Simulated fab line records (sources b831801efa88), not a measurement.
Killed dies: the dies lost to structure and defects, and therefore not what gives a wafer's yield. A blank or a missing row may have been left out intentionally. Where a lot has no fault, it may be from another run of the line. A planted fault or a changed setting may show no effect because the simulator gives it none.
fab line records	flow sky130
record lots=6	wafers=18	last_day=50
route steps=708 shown VIA1@467 PAD_OPEN@708
lots that met no fault: from a run of the same line without faults
start_h: hours from the record's first day to the start of the lot's first wafer shown	wait_h: how many hours have passed since the lot's step before this one	" same as the row above	L1.1+2: one row covering several wafers at once	- no value, or no start was given	* or withheld: withheld	< > ~ a bound
route shown NAME@n: NAME is a module with steps in the file, n the number in the route of the first one	usual: mean and standard deviation over wafers with no fault	same: alike in all rows	chamber/n: place in a boat	sites: per-site readings	_std_site: how widely they spread, as a standard deviation	_edge_site: the outer-site mean with the inner-site mean subtracted	radius_mm: how far each site lies from the wafer's centre	mask NAME#n: copy n	behind: the last tool/chamber to shape the wafer	hold: why the lot went on hold/how many hours it stayed there/how the hold came to an end	device: the n, p or np transistor that did not switch	end of line: at the end of the route, the tests of the same wafers	a step with no rows: only its recipe	killed: at the first sort, the dies lost to defects and structure; wafer yield is something else	map: a wafer's dies, x killed, . not, _ none there
set.NAME: the run value of the setting; set.NAME@STEP: its run value at that earlier step	model.NAME: the simulator's own value behind a step, which no gauge read
certain route steps with their lots: each step a table, each wafer a row
services: when a tool's chamber went out of use (start_h, in hours from the record's first day, below 0 if earlier), for how many hours, and the reason
## steps
# step SKY_VIA1_EXPOSE_09
# recipe mask_id=VIM	na=0.8	source_shape=annular	sigma_inner=0.55	sigma_outer=0.85	target_cd_nm=150	dose_mj=38
# step SKY_VIA1_PEB_10
# recipe peb_temp_c=withheld	peb_time_s=withheld	resist=KrF-thick
# step SKY_VIA1_DEVELOP_11
# recipe develop_time_s=60	resist=KrF-thick	dev_temp_c=21
# step SKY_VIA1_CD_MEAS_12
# recipe target_cd_nm=150
# usual cd_nm=150.5/1.8
lot.wafer	tool	chamber	start_h	wait_h	cd_nm
L415.1	cd_sem-01	-	799.92	-	149.1
L415.4	"	-	"	"	149.8
L415.5	"	-	"	"	149.6
L421.1	cd_sem-02	-	868.57	-	152.4
L421.2	"	-	"	"	151.1
L421.6	"	-	"	"	151.7
L427.2	cd_sem-01	-	902.10	-	150.9
L427.5	"	-	"	"	150.4
L427.6	"	-	"	"	151.0
L428.2	cd_sem-01	-	906.05	-	149.7
L428.3	"	-	"	"	149.6
L428.4	"	-	"	"	150.8
L432.2	cd_sem-02	-	929.54	-	152.3
L432.5	"	-	"	"	151.3
L432.6	"	-	"	"	152.0
L435.2	cd_sem-01	-	952.10	-	145.7
L435.3	"	-	"	"	145.9
L435.5	"	-	"	"	144.9
# step SKY_VIA1_OVL_MEAS_13
# usual VIA1_OVL=6/5.3
lot.wafer	tool	chamber	start_h	wait_h	VIA1_OVL[nm]
L415.1	overlay-02	-	800.04	0.1	16
L415.4	"	-	"	"	4
L415.5	"	-	"	"	12
L421.1	overlay-01	-	868.69	0.1	0
L421.2	"	-	"	"	-4
L421.6	"	-	"	"	-6
L427.2	overlay-02	-	902.21	0.1	11
L427.5	"	-	"	"	11
L427.6	"	-	"	"	14
L428.2	overlay-01	-	906.16	0.1	-3
L428.3	"	-	"	"	-1
L428.4	"	-	"	"	-2
L432.2	overlay-02	-	929.65	0.1	4
L432.5	"	-	"	"	7
L432.6	"	-	"	"	4
L435.2	overlay-01	-	952.21	0.1	9
L435.3	"	-	"	"	7
L435.5	"	-	"	"	9
# step SKY_VIA1_ETCH_14
# recipe chemistry=N2/H2	target=BARC	ion_energy_ev=200	source_w=500	bias_w=100	pressure_mtorr=30	n2_flow_sccm=100	h2_flow_sccm=200	stop_on=SiO2	time_s=45.9	target_depth_a=600
# usual drypump_motor_current_A=5.7/0.62	oes_product_au=0.855/0.0046	throttle_valve_pct=13.224/0.0078
lot.wafer	tool	chamber	start_h	wait_h	drypump_motor_current_A	oes_product_au	rf_hours_counter_h	throttle_valve_pct
L415.1	rie_diel-03	1	800.07	0.0	5.9	0.856	9	13.225
L415.4	"	2	"	"	5.4	0.858	12	13.238
L415.5	"	1	"	"	5.9	0.865	-	13.214
L421.1	rie_diel-03	1	868.72	0.0	5.9	0.859	11	13.213
L421.2	"	3	"	"	4.9	0.860	26	13.219
L421.6	"	3	"	"	4.9	0.852	-	13.213
L427.2	rie_diel-02	0	902.24	0.0	5.8	0.857	9	13.214
L427.5	"	3	"	"	6.5	0.857	-	13.223
L427.6	"	2	"	"	6.2	0.856	-	13.234
L428.2	rie_diel-01	1	906.19	0.0	5.9	0.853	11	13.230
L428.3	"	0	"	"	4.8	0.857	6	13.231
L428.4	"	2	"	"	4.9	0.848	9	13.218
L432.2	rie_diel-01	1	929.68	0.0	5.9	0.858	11	13.223
L432.5	"	1	"	"	5.9	0.861	-	13.233
L432.6	"	0	"	"	4.8	0.854	-	13.228
L435.2	rie_diel-02	2	952.24	0.0	6.3	0.860	12	13.215
L435.3	"	0	"	"	5.9	0.848	11	13.223
L435.5	"	1	"	"	6.4	0.854	-	13.237
# step SKY_VIA1_ETCH_15
# recipe target=SiO2	chemistry=C4F8/O2/Ar	target_depth_nm=351	stop_on=TiN	mask_material=KrF-thick	source_w=1500	bias_w=1200	pressure_mtorr=40	c4f8_flow_sccm=withheld	O2_flow_sccm=6	Ar_flow_sccm=300	time_s=54
# usual oes_product_au=0.981/0.0056
lot.wafer	tool	chamber	start_h	wait_h	oes_product_au	rf_hours_counter_h
L415.1	rie_diel-03	1	800.12	0.0	0.969	9
L415.4	"	2	"	"	0.982	12
L415.5	"	1	"	"	0.983	-
L421.1	rie_diel-03	1	868.77	0.0	0.975	11
L421.2	"	3	"	"	0.972	26
L421.6	"	3	"	"	0.979	-
L427.2	rie_diel-02	0	902.28	0.0	0.987	9
L427.5	"	3	"	"	0.985	-
L427.6	"	2	"	"	0.990	-
L428.2	rie_diel-01	1	906.23	0.0	0.979	11
L428.3	"	0	"	"	0.976	6
L428.4	"	2	"	"	0.978	9
L432.2	rie_diel-01	1	929.72	0.0	0.986	11
L432.5	"	1	"	"	0.987	-
L432.6	"	0	"	"	0.981	-
L435.2	rie_diel-02	2	952.28	0.0	0.974	12
L435.3	"	0	"	"	0.990	11
L435.5	"	1	"	"	0.982	-
# step SKY_VIA1_STRIP_16
# recipe chemistry=O2/N2	power_w=1400	pressure_mtorr=1500	platen_temp_c=withheld	o2_flow_sccm=3000	n2_flow_sccm=300	overash_fraction=0.5
# usual drypump_motor_current_A=5.2/0.4	oes_product_au=0.416/0.0046	strip_time_to_endpoint_s=4.465/0.021
lot.wafer	tool	chamber	start_h	wait_h	drypump_motor_current_A	oes_product_au	rf_hours_counter_h	strip_time_to_endpoint_s
L415.1	plasma_asher-03	0	800.16	0.0	4.9	0.427	65	4.496
L415.4	"	0	"	"	4.9	0.416	-	4.509
L415.5	"	0	"	"	4.9	0.427	-	4.513
L421.1	plasma_asher-03	0	868.81	0.0	4.9	0.412	73	4.476
L421.2	"	1	"	"	4.9	0.415	73	4.464
L421.6	"	1	"	"	4.9	0.425	-	4.471
L427.2	plasma_asher-01	1	902.33	0.0	5.0	0.415	14	4.484
L427.5	"	1	"	"	4.9	0.421	-	4.468
L427.6	"	0	"	"	6.0	0.408	-	4.472
L428.2	plasma_asher-01	1	906.28	0.0	4.9	0.411	14	4.454
L428.3	"	1	"	"	4.9	0.416	-	4.489
L428.4	"	0	"	"	6.0	0.418	-	4.483
L432.2	plasma_asher-03	0	929.76	0.0	4.9	0.417	79	4.457
L432.5	"	0	"	"	4.9	0.413	-	4.441
L432.6	"	1	"	"	4.9	0.420	-	4.467
L435.2	plasma_asher-03	1	952.33	0.0	4.9	0.422	82	4.481
L435.3	"	1	"	"	4.9	0.420	-	4.458
L435.5	"	1	"	"	4.9	0.418	-	4.466
# step SKY_VIA1_STRIP_17
# recipe chemistry=post_etch_residue_remover	time_s=1200	temp_c=72.5
# step SKY_VIA1_CLEAN_18
# recipe chemistry=IPA	time_s=180	temp_c=25
# step SKY_VIA1_CLEAN_19
# recipe chemistry=O3/DIW	dry=n2_spin
# step SKY_VIA1_SPUTTER_20
# recipe material=TiN	target_thk_nm=20	chamber_pressure_pa=5	power_w=4000	time_s=80
# usual throttle_valve_pct=30.0/0.8
lot.wafer	tool	chamber	start_h	wait_h	throttle_valve_pct
L415.1	pvd_sputter-02	-	800.75	0.0	30.2
L415.4	"	-	"	"	29.8
L415.5	"	-	"	"	29.6
L421.1	pvd_sputter-01	-	869.41	0.0	29.2
L421.2	"	-	"	"	30.4
L421.6	"	-	"	"	29.1
L427.2	pvd_sputter-02	-	902.96	0.0	30.2
L427.5	"	-	"	"	31.9
L427.6	"	-	"	"	30.1
L428.2	pvd_sputter-02	-	906.90	0.0	29.8
L428.3	"	-	"	"	30.2
L428.4	"	-	"	"	31.8
L432.2	pvd_sputter-01	-	930.36	0.0	29.2
L432.5	"	-	"	"	29.5
L432.6	"	-	"	"	30.5
L435.2	pvd_sputter-03	-	952.92	0.0	29.8
L435.3	"	-	"	"	28.8
L435.5	"	-	"	"	29.0
# step SKY_VIA1_CVD_21
# recipe material=W	target_thk_nm=270	time_s=80.902	temp_c=400	pressure_torr=38.13
# usual heater_power_w=854/110
lot.wafer	tool	chamber	start_h	wait_h	heater_power_w	model.W_of_VIA1_CVD_21.thk_nm
L415.1	cvd_w-01	1	800.82	0.0	732	260.7
L415.4	"	0	"	"	832	263.3
L415.5	"	0	"	"	822	261.2
L421.1	cvd_w-02	1	869.47	0.0	1032	269.3
L421.2	"	0	"	"	858	266.8
L421.6	"	1	"	"	1069	263.6
L427.2	cvd_w-02	1	903.02	0.0	1038	258.7
L427.5	"	1	"	"	1052	263.5
L427.6	"	0	"	"	826	248.7
L428.2	cvd_w-01	0	906.96	0.0	848	258
L428.3	"	1	"	"	748	263.9
L428.4	"	0	"	"	852	257.6
L432.2	cvd_w-02	0	930.42	0.0	765	248.4
L432.5	"	0	"	"	764	251.6
L432.6	"	1	"	"	1041	264.7
L435.2	cvd_w-01	1	952.98	0.0	744	258.1
L435.3	"	0	"	"	843	252.7
L435.5	"	1	"	"	734	256.9
# step SKY_VIA1_RS_MEAS_22
# recipe thk_meas_gauge=four-point-probe	reads=W_of_VIA1_CVD_21+TiN_of_VIA1_SPUTTER_20
# usual VIA1_W_RS=0.439/0.0066
lot.wafer	tool	chamber	start_h	wait_h	VIA1_W_RS[ohm/sq]
L415.1	film_metro-02	-	800.91	0.1	0.442
L415.4	"	-	"	"	0.438
L415.5	"	-	"	"	0.441
L421.1	film_metro-02	-	869.56	0.1	0.428
L421.2	"	-	"	"	0.432
L421.6	"	-	"	"	0.437
L427.2	film_metro-04	-	903.13	0.1	0.444
L427.5	"	-	"	"	0.437
L427.6	"	-	"	"	0.464
L428.2	film_metro-01	-	907.07	0.1	0.446
L428.3	"	-	"	"	0.436
L428.4	"	-	"	"	0.446
L432.2	film_metro-02	-	930.53	0.1	0.464
L432.5	"	-	"	"	0.459
L432.6	"	-	"	"	0.435
L435.2	film_metro-04	-	953.09	0.1	0.446
L435.3	"	-	"	"	0.455
L435.5	"	-	"	"	0.448
# step SKY_VIA1_THK_MEAS_23
# recipe thk_meas_gauge=xrf	reads=W_of_VIA1_CVD_21
# usual VIA1_W_THK=264/4.5
lot.wafer	tool	chamber	start_h	wait_h	VIA1_W_THK[nm]
L415.1	film_metro-02	-	801.03	0.1	262
L415.4	"	-	"	"	265
L415.5	"	-	"	"	265
L421.1	film_metro-02	-	869.68	0.1	273
L421.2	"	-	"	"	268
L421.6	"	-	"	"	266
L427.2	film_metro-04	-	903.24	0.1	259
L427.5	"	-	"	"	264
L427.6	"	-	"	"	249
L428.2	film_metro-01	-	907.18	0.1	260
L428.3	"	-	"	"	265
L428.4	"	-	"	"	259
L432.2	film_metro-02	-	930.64	0.1	250
L432.5	"	-	"	"	254
L432.6	"	-	"	"	266
L435.2	film_metro-04	-	953.20	0.1	259
L435.3	"	-	"	"	254
L435.5	"	-	"	"	259
# step SKY_VIA1_CMP_24
# recipe stop_on=SiO2	t_overpolish_s=15	down_force_psi=3.5	platen_rpm=60	target_thk_nm=0	pad_velocity_m_s=0.94248
# usual head_pressure_psi=3.501/0.0084	motor_current_A=10.3/1	overpolish_run_s=14.999/0.0091	slurry_filter_dp_kPa=13.49/0.13	slurry_flow_ml_min=150.0/0.45	time_to_endpoint_s=62.8/2.3
lot.wafer	tool	chamber	start_h	wait_h	head_pressure_psi	motor_current_A	overpolish_run_s	slurry_filter_dp_kPa	slurry_flow_ml_min	time_to_endpoint_s
L415.1	cmp-01	0	801.26	0.2	3.499	11.6	14.985	13.32	149.7	60.8
L415.4	"	3	"	"	3.499	10.7	14.994	13.56	149.1	58.6
L415.5	"	1	"	"	3.497	11.1	15.000	13.65	150.3	58.4
L421.1	cmp-01	0	869.79	0.1	3.501	12.0	15.003	13.41	149.9	65.2
L421.2	"	2	"	"	3.514	8.9	15.008	13.41	149.6	62.1
L421.6	"	3	"	"	3.497	10.5	15.016	13.51	150.8	62.5
L427.2	cmp-02	3	903.29	0.0	3.495	11.0	15.019	13.50	150.4	63.1
L427.5	"	3	"	"	3.484	10.9	14.989	13.52	149.1	63.6
L427.6	"	0	"	"	3.487	9.2	15.005	13.42	149.9	61.4
L428.2	cmp-01	3	907.23	0.0	3.493	10.4	14.990	13.55	150.7	62.9
L428.3	"	0	"	"	3.503	12.1	14.998	13.37	150.0	66.9
L428.4	"	2	"	"	3.489	9.0	15.000	13.50	150.2	63.9
L432.2	cmp-01	3	930.74	0.1	3.506	10.3	15.003	13.30	149.8	62.2
L432.5	"	2	"	"	3.498	8.7	15.001	13.36	150.3	62.6
L432.6	"	3	"	"	3.511	10.8	14.995	13.39	150.1	65.2
L435.3	cmp-02	2	953.25	0.0	3.498	10.8	14.995	13.28	150.3	59.5
L435.2	"	3	"	"	3.496	10.7	15.004	13.55	150.1	59.7
L435.5	"	3	"	"	3.496	10.2	14.998	13.35	150.1	61.8
# step SKY_PAD_OPEN_PROBE_99
# usual defect_limited_yield=82.4/1.9	killed_at_M0_to_M3=44/7.2	killed_at_M4_up=3.2/1.8	killed_at_contacts=24/5.4	killed_at_front_end=15/4	killed_at_other=0.3/0.56	killed_dies=87/9.2	killed_open=47/7.3	killed_short=39/5.7	sort_bin_3_pad_short=0.9/0.45	sort_bin_5_function=10.6/1.5	sort_bin_6_memory=6.2/1.1	sort_n_pass=405/9.2	sort_yield_pct=82.4/1.9
# same gross_dies=492	killed_at_back_side=0	sort_bin_4_leakage[%]=0	sort_bin_8_speed[%]=0
lot.wafer	tool	chamber	start_h	wait_h	defect_limited_yield[%]	killed_at_M0_to_M3	killed_at_M4_up	killed_at_contacts	killed_at_front_end	killed_at_other	killed_dies	killed_open	killed_short	sort_bin_3_pad_short[%]	sort_bin_5_function[%]	sort_bin_6_memory[%]	sort_n_pass	sort_yield_pct[%]
L415.1	prober-02	-	1080.74	0.1	83.5	27	4	32	18	0	81	46	35	1.0	10.2	5.3	411	83.5
L415.4	prober-02	-	1080.89	0.2	79.1	48	5	26	24	0	103	61	42	0.6	13.8	6.5	389	79.1
L415.5	prober-02	-	1080.94	0.2	80.7	46	4	22	23	0	95	49	46	0.6	12.6	6.1	397	80.7
L421.1	prober-02	-	1135.45	0.1	80.9	51	3	22	18	0	94	55	38	1.2	11.4	6.5	398	80.9
L421.2	prober-02	-	1135.50	0.1	83.7	42	3	19	16	0	80	43	36	1.0	8.7	6.5	412	83.7
L421.6	prober-02	-	1135.70	0.2	86.4	40	1	16	10	0	67	42	25	0.8	7.5	5.3	425	86.4
L427.2	prober-02	-	1158.62	0.1	81.5	44	5	22	20	0	91	50	40	1.2	10.8	6.5	401	81.5
L427.5	prober-02	-	1158.77	0.2	79.7	41	4	35	20	0	100	53	45	1.4	12.4	6.5	392	79.7
L427.6	prober-02	-	1158.82	0.2	83.5	37	1	26	17	0	81	41	38	1.0	8.9	6.5	411	83.5
L428.2	prober-01	-	1161.34	0.1	81.3	43	5	26	18	0	92	47	45	2.2	11.2	5.3	400	81.3
L428.3	prober-01	-	1161.39	0.2	83.5	38	8	18	17	0	81	52	29	0.4	10.2	5.9	411	83.5
L428.4	prober-01	-	1161.44	0.2	81.5	50	5	19	16	1	91	46	44	0.8	10.4	7.3	401	81.5
# killed by level:class
L415.1 LI_CONTACT:geometric_particle:open=11 FIELD_ISO:geometric_particle:open=7 CONTACT:geometric_particle:open=7 LI_CONTACT:geometric_particle:short=6 CONTACT:geometric_particle:short=6 VIA2:geometric_particle:open=6 VIA1:geometric_particle:open=5 POLY_GATE:geometric_particle:short=4
L415.4 VIA3:geometric_particle:open=12 CONTACT:geometric_particle:open=10 VIA1:geometric_particle:open=10 METAL2:geometric_particle:short=8 VIA2:geometric_particle:open=7 FIELD_ISO:geometric_particle:open=6 POLY_GATE:geometric_particle:open=6 FIELD_ISO:geometric_particle:short=5
L415.5 VIA1:geometric_particle:open=15 CONTACT:geometric_particle:open=10 POLY_GATE:geometric_particle:short=8 FIELD_ISO:geometric_particle:short=6 METAL2:geometric_particle:short=6 LOCAL_INTERCONNECT:geometric_particle:short=5 FIELD_ISO:geometric_particle:open=4 VIA1:geometric_particle:short=4
L421.1 CONTACT:geometric_particle:open=15 VIA2:geometric_particle:open=12 METAL2:geometric_particle:short=7 VIA3:geometric_particle:open=6 VIA1:geometric_particle:short=5 VIA1:geometric_particle:open=5 FIELD_ISO:geometric_particle:open=4 FIELD_ISO:geometric_particle:short=4
L421.2 VIA1:geometric_particle:open=10 METAL1:geometric_particle:short=9 CONTACT:geometric_particle:open=6 VIA2:geometric_particle:open=6 FIELD_ISO:geometric_particle:short=5 LI_CONTACT:geometric_particle:open=4 POLY_CUT:geometric_particle:open=3 METAL4:geometric_particle:short=3
L421.6 VIA1:geometric_particle:open=12 LI_CONTACT:geometric_particle:open=10 VIA3:geometric_particle:open=7 VIA1:geometric_particle:short=6 VIA2:geometric_particle:open=6 POLY_GATE:geometric_particle:short=3 LOCAL_INTERCONNECT:geometric_particle:short=3 METAL1:geometric_particle:short=3
L427.2 VIA1:geometric_particle:open=14 VIA2:geometric_particle:open=8 LI_CONTACT:geometric_particle:open=6 FIELD_ISO:geometric_particle:open=5 CONTACT:geometric_particle:open=5 METAL1:geometric_particle:short=5 VIA1:geometric_particle:short=5 FIELD_ISO:geometric_particle:short=4
L427.5 LI_CONTACT:geometric_particle:open=11 VIA1:geometric_particle:open=11 CONTACT:geometric_particle:open=9 CONTACT:geometric_particle:short=8 METAL1:geometric_particle:short=6 VIA3:geometric_particle:short=6 FIELD_ISO:geometric_particle:short=5 POLY_GATE:geometric_particle:open=5
L427.6 LI_CONTACT:geometric_particle:open=9 VIA1:geometric_particle:open=9 POLY_GATE:geometric_particle:short=8 CONTACT:geometric_particle:short=6 CONTACT:geometric_particle:open=6 METAL2:geometric_particle:short=5 VIA2:geometric_particle:open=5 VIA3:geometric_particle:short=4
L428.2 LI_CONTACT:geometric_particle:open=9 METAL1:geometric_particle:short=8 VIA2:geometric_particle:open=7 CONTACT:geometric_particle:short=6 VIA3:geometric_particle:open=6 CONTACT:geometric_particle:open=5 VIA1:geometric_particle:open=5 VIA3:geometric_particle:short=5
L428.3 CONTACT:geometric_particle:open=9 VIA1:geometric_particle:open=9 METAL1:geometric_particle:open=6 LI_CONTACT:geometric_particle:open=5 METAL4:geometric_particle:short=5 VIA3:geometric_particle:open=5 FIELD_ISO:geometric_particle:short=4 VIA1:geometric_particle:short=4
L428.4 VIA1:geometric_particle:open=18 METAL1:geometric_particle:short=7 POLY_GATE:geometric_particle:short=6 CONTACT:geometric_particle:open=6 VIA2:geometric_particle:open=5 METAL2:geometric_particle:short=5 POLY_GATE:geometric_particle:open=4 LOCAL_INTERCONNECT:geometric_particle:short=4
## services
tool	chamber	start_h	hours	kind
rie_diel-02	0	789.76	2.6	repair
cvd_w-02	-	796.32	6.0	pm
cmp-02	-	800.81	1.5	repair
pvd_sputter-02	-	813.11	4.5	repair
pvd_sputter-01	-	828.51	3.0	repair
rie_diel-02	1	833.92	10.2	repair
cvd_w-02	-	838.94	0.5	repair
plasma_asher-01	-	849.03	28.1	pm
rie_diel-03	2	851.01	8.0	repair
rie_diel-01	0	878.28	12.3	repair
rie_diel-03	0	887.95	4.0	repair
cmp-01	-	894.05	0.2	repair
cvd_w-02	-	904.00	14.0	pm
rie_diel-03	0	907.70	4.6	repair
rie_diel-01	3	911.58	3.2	repair
cmp-01	-	912.13	4.0	pm
rie_diel-01	-	916.71	4.3	pm
plasma_asher-03	-	921.55	3.3	repair
rie_diel-02	3	923.00	10.9	repair
cvd_w-01	0	923.48	4.7	repair
plasma_asher-03	-	926.39	0.4	repair
pvd_sputter-01	-	927.30	2.9	repair
cmp-01	-	928.51	1.8	repair
rie_diel-01	1	944.63	5.4	repair
## key
first_sign step=SKY_VIA1_RS_MEAS_22	reading=VIA1_W_RS	direction=up	sigmas=3.6	usual=0.439	struck=0.463
effect step=SKY_VIA1_THK_MEAS_23	reading=VIA1_W_THK	direction=down	sigmas=3	usual=264	struck=251
model_effect step=SKY_VIA1_CVD_21	value=W_of_VIA1_CVD_21.thk_nm	without=262.1	struck=249.6
met_at SKY_VIA1_CVD_21
struck_wafers L427.6,L432.2,L432.5
onset_between 869.47 903.02
fault kind=process_parameter_drift	tool=cvd_w-02	chamber=0	onset_h=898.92	steps=SKY_VIA1_CVD_21	channel=target_thk_nm	offset=-12.793	shape=step	end_h=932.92	acts_in=these_recipes_only	stated=270
